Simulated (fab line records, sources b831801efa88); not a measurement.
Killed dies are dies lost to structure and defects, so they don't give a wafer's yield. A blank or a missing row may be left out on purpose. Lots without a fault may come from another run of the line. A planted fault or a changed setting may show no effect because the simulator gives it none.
Problem report in the 8D (eight disciplines) form, filled by code | flow sky130 | the parts of the form that need people (team, actions taken, sign-off) are left out

1. THE PROBLEM
run_length_s at SKY_FIELD_ISO_WET_ETCH_18 reads a mean of 188 s on 6 wafers of 2 lots; wafers without a fault read 314 s with a standard deviation of 4.1. That is -31 standard deviations from the usual mean.
The step: etches Si3N4 in H3PO4, target depth 25 nm, time 286 s.
First seen on wafer L850.2, day 6 02:28, on wet_bench-04. The record holds 18 wafers of 6 lots with a number at this step. Rule for "out", or "out of limits": more than 4 standard deviations from the usual mean. The other wafers with a number count as sound.

2. WHAT IT IS AND WHAT IT IS NOT
question                    | is                     | is not
which readings at this step | run_length_s           | -
which lots                  | L850, L851             | L838, L843, L852, L855
which wafers of those lots  | all that have a number | -
read on which tools         | wet_bench-04           | wet_bench-02, wet_bench-03
when                        | from day 6 02:28       | up to then (6 sound wafers); but 6 sound wafers of L852, L855 came after

3. SUSPECTS, AND WHAT RULES EACH OUT
Counting: a tool at a process step up to the reading stays a suspect if it ran every lot that is out and no sound lot after the first of them.
- plasma_asher-03 at SKY_FIELD_ISO_STRIP_16 (strips in O2/N2): ruled out as a lasting fault. Sound lots L852 ran on it after its first lot that is out, L850 (day 6 02:17).
- rie_si-02 at SKY_FIELD_ISO_ETCH_17 (etches Si in HBr/Cl2/O2, target depth 342 nm, time 97.7 s): ruled out as a lasting fault. Sound lots L855 ran on it after its first lot that is out, L850 (day 6 02:23).
- wet_bench-04 at SKY_FIELD_ISO_WET_ETCH_18 (etches Si3N4 in H3PO4, target depth 25 nm, time 286 s): kept. It ran every lot that is out, first L850 (day 6 02:28), and no sound lot after that; its last sound lot up to then is L843 (day 4 13:34). Its own readings are out on those wafers: run_length_s.
Left after counting: wet_bench-04 at SKY_FIELD_ISO_WET_ETCH_18.

4. THE CAUSE (what the simulator had put in)
Process parameter drift: wet_bench-04, from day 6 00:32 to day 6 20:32, at SKY_FIELD_ISO_WET_ETCH_18. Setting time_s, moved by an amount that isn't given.
Counting left only this tool.

5. THE CHAIN OF EFFECTS, in route order
Each row: a reading whose mean over the struck wafers that have a number lies more than 3 standard deviations from the usual. Only readings for which the record gives a usual standard deviation are gone through. hours: the time from each lot's start at the first step in this table that gives one to its start at this step, as a median over the lots. sigmas: the change in usual standard deviations.
hours | step                      | reading      | usual | on struck wafers | change | sigmas
0     | SKY_FIELD_ISO_WET_ETCH_18 | run_length_s | 314 s | 188              | -126   | -31
The process steps in it:
- SKY_FIELD_ISO_WET_ETCH_18: etches Si3N4 in H3PO4, target depth 25 nm, time 286 s.
Later measuring or inspecting steps at which every struck wafer that the step has a row for has a number for every such reading, and none has moved that far: SKY_FIELD_ISO_THK_MEAS_23, SKY_FIELD_ISO_THK_MEAS_25.

6. WHAT WOULD HAVE CAUGHT IT SOONER
In this record the first reading out of limits was taken at day 6 02:28, 2 hours after the fault began at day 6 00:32.
